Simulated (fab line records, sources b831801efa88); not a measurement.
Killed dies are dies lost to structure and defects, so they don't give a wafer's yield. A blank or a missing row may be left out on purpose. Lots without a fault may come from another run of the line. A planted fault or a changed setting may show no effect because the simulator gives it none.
Which tool did it? | flow gf180mcu | 7 lots, 21 wafers sampled, at 2 steps of a route of 602

WHAT THE GAUGES READ, wafer by wafer
GF_V5_THK_MEAS_25: measures by xrf.
lot  | measured     | on            | V5_W_THK (nm)
L556 | day 27 13:34 | film_metro-02 | 332.9 339.5 341.6
L558 | day 28 01:19 | film_metro-01 | 330.7 334.9 334.9
L562 | day 29 09:25 | film_metro-02 | 337.3 332.6 337.2
L565 | day 30 04:41 | film_metro-01 | 311.2 340.2 340.2
L574 | day 32 16:01 | film_metro-03 | 338.5 339.2 338.4
L576 | day 33 00:23 | film_metro-03 | 337.1 334.3 334.1
L578 | day 33 12:53 | film_metro-02 | 337.7 332.1 340.9

WHICH TOOL RAN EACH LOT (tool, then ch and the chambers of the sampled wafers, then the start)
lot  | GF_V5_CVD_23
L556 | cvd_w-01 ch 0, day 27 13:20
L558 | cvd_w-01 ch 1, day 28 01:05
L562 | cvd_w-01 ch 0,1, day 29 09:13
L565 | cvd_w-01 ch 0,1, day 30 04:28
L574 | cvd_w-01 ch 0,1, day 32 15:47
L576 | cvd_w-01 ch 0,1, day 33 00:10
L578 | cvd_w-01 ch 0,1, day 33 12:38
- GF_V5_CVD_23: deposits W, target thk 350 nm, time 104.9 s.

THE ANSWER, worked out from the rows above alone
Rule: what is usual is taken from the lots themselves. Put in order of their means at a reading, lots are off if they are a third of the lots or fewer, leave a main group of 4 or more, and stand apart from it by a gap of 3 or more times the standard deviation of the main group's means; of several such gaps the widest counts. A main group whose means are all the same, to the digits that the tables above print for the reading, isn't used. A lot without any number at a reading at which 4 lots or more have one is off too. The other lots that the step has rows for count as sound.
No lot is off at any reading shown: from this, nothing can be told.

WHAT THE SIMULATOR HAD PUT IN
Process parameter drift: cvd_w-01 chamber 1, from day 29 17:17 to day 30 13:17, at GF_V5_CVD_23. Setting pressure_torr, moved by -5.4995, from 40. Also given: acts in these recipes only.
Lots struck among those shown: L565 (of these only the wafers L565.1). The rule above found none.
